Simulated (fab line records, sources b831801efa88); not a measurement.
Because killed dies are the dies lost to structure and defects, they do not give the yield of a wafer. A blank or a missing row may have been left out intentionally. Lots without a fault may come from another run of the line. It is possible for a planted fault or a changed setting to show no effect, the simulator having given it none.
The tool behind it: which one?    flow gf180mcu    18 wafers from 6 lots sampled at 3 of the route's 602 steps

WHAT THE GAUGES READ, wafer by wafer
GF_VT_IMPLANT_TW_MEAS_43.
lot   measured      on             VT_IMPLANT_4_TW
L941  day 7 23:05   film_metro-03  678 681 679
L946  day 9 11:11   film_metro-03  683 682 680
L948  day 9 23:47   film_metro-04  700 703 707
L953  day 11 08:48  film_metro-04  639 639 640
L959  day 13 02:41  film_metro-03  687 688 684
L961  day 13 17:26  film_metro-04  697 693 695

WHICH TOOL RAN EACH LOT (tool, then ch and the chambers of the sampled wafers, then the start)
lot   GF_VT_IMPLANT_IMPLANT_41         GF_VT_IMPLANT_STRIP_42
L941  implanter-04 ch 0, day 7 22:50   plasma_asher-02 ch 0,1, day 7 22:59
L946  implanter-04 ch 0, day 9 10:56   plasma_asher-02 ch 1, day 9 11:05
L948  implanter-04 ch 0, day 9 23:33   plasma_asher-01 ch 0,1, day 9 23:41
L953  implanter-04 ch 0, day 11 08:35  plasma_asher-03 ch 0,1, day 11 08:43
L959  implanter-02 ch 0, day 13 02:26  plasma_asher-03 ch 0,1, day 13 02:35
L961  implanter-01 ch 0, day 13 17:11  plasma_asher-02 ch 0,1, day 13 17:19
- GF_VT_IMPLANT_IMPLANT_41
- GF_VT_IMPLANT_STRIP_42: strips in O2/N2.

THE ANSWER, worked out from the rows above alone
Rule: the usual values come from the lots themselves. Put in order of their means at a reading, lots are off if they are a third of the lots or fewer, leave a main group of 4 or more, and stand apart from it by a gap of 3 or more times the standard deviation of the main group's means; of several such gaps the widest counts. A main group whose means are all the same, to the digits that the tables above print for the reading, isn't used. A lot without any number at a reading at which 4 lots or more have one is off too. Where the step has rows for the other lots, those lots are counted as sound.
Off: L953, at GF_VT_IMPLANT_TW_MEAS_43 (VT_IMPLANT_4_TW). For the main group the mean is 689 and the standard deviation 8.9.
If a tool, at a process step before that reading, ran all the lots that are off and no sound lot after the first of them, it fits. Those tools and the gauges at GF_VT_IMPLANT_TW_MEAS_43 are tried in the same way. One fits: implanter-04 at GF_VT_IMPLANT_IMPLANT_41. Its last sound lot is L948 (day 9 23:33), its first lot that is off L953 (day 11 08:35): a fault that began between those two fits.

WHAT THE SIMULATOR HAD INSERTED
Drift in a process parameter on implanter-04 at GF_VT_IMPLANT_IMPLANT_41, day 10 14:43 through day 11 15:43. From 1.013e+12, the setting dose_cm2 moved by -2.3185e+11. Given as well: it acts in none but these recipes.
Shown lots that were struck: L953. The rule given above showed the same thing.
